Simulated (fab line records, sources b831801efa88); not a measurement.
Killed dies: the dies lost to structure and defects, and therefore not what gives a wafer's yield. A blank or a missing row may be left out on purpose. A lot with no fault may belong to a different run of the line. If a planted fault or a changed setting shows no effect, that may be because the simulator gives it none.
Split-lot study    flow sfqLine    route with 325 steps; 5 lots, 23 wafers read

ON THE SPLIT
At SFQ_TRILAYER_I2_VIA_LITHO_PEB_070 (peb time 60 s), the setting pebTempC was moved away from the recipe's 115 C on 11 of the 23 wafers read, by -3.1% to +2.3%. This setting was run at the recipe's value on the other wafers.

SPLIT TO READING: what lies between them in the file, 1 step
- SFQ_TRILAYER_I2_VIA_LITHO_DEVELOP_069: time 60 s

THE READING
I2.cdNm (the simulator's own value, which no gauge read), in nm, at SFQ_TRILAYER_I2_VIA_BARC_OPEN_VIA_ETCH_096 (etches BARC in O2, target depth 125 nm, time 41.7 s). The file does not state a usual value for it. Average 500.0 nm, standard deviation 1.6 nm, over the 12 wafers here run with the recipe.

wafer   tool, chamber at the split  pebTempC as run, C  against the recipe  I2.cdNm, nm  against lot-mates on the recipe
L074.1  lithoTrack-02, 0            115                 recipe              501.4        -
L074.2  lithoTrack-02, 0            115                 recipe              500          -
L074.3  lithoTrack-02, 0            117.7               +2.3%               545.8        +45.1
L074.4  lithoTrack-02, 0            117.7               +2.3%               543.7        +43.0
L074.5  lithoTrack-02, 0            117.7               +2.3%               545.1        +44.4
L077.1  lithoTrack-02, 0            116                 +0.9%               517          +16.1
L077.3  lithoTrack-02, 0            116                 +0.9%               517.8        +16.9
L077.4  lithoTrack-02, 0            115                 recipe              502.5        -
L077.5  lithoTrack-02, 0            115                 recipe              500.5        -
L077.6  lithoTrack-02, 0            115                 recipe              499.6        -
L078.1  lithoTrack-04, 0            117.1               +1.8%               533.2        +36.0
L078.2  lithoTrack-04, 0            117.1               +1.8%               531.8        +34.6
L078.3  lithoTrack-04, 0            115                 recipe              497.8        -
L078.5  lithoTrack-04, 0            115                 recipe              496.6        -
L078.6  lithoTrack-04, 0            117.1               +1.8%               532.6        +35.4
L080.2  lithoTrack-04, 0            115                 recipe              498.6        -
L080.5  lithoTrack-04, 0            115                 recipe              501          -
L080.6  lithoTrack-04, 0            115                 recipe              499.7        -
L083.1  lithoTrack-01, 0            115                 recipe              501.5        -
L083.2  lithoTrack-01, 0            111.4               -3.1%               425.1        -76.1
L083.3  lithoTrack-01, 0            111.4               -3.1%               425          -76.2
L083.5  lithoTrack-01, 0            111.4               -3.1%               426.3        -74.9
L083.6  lithoTrack-01, 0            115                 recipe              501          -

FIT RESULTS
A straight line over all 23 wafers: I2.cdNm changes by +21.5 nm for each +1% of pebTempC; r = +0.99; the points scatter about the line by 3.5 nm.
The same after taking each lot's own level away (the mean of its wafers on the recipe; 23 wafers): +21.9 nm for each +1%; r = +1.00; scatter 3.4 nm.
Per that fit: largest pebTempC move, reading shift of 69 nm.
Measured against the standard deviation above, the lots' own levels, which go from 497.20 to 501.25 nm, span 2.5 times it.
So the lot-to-lot level changes the slope little: the two slopes agree.
Check: for one of the wafers moved furthest among these (-3.1%), held out of the fit, the line's prediction against its lot-mates is -69.7 nm. It came out at -76.1 nm against them.

ADDITIONAL SPLITS CARRIED BY THESE WAFERS
Before the reading, these wafers also passed through other splits. Each is held against what the fit with the lots' levels taken away leaves over:
other split on the same wafers               wafers away from the commonest value  r with I2.cdNm (lot level and that fit taken away)
SFQ_TRILAYER_M2_LITHO_EXPOSE_058 doseMj      7                                     +0.27
SFQ_TRILAYER_I2_CMP_CMP_064 leaveAboveRefNm  6                                     +0.00

FILE'S OWN FIT
I2.cdNm changes by +21.6 nm for each +1% of pebTempC, r = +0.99.
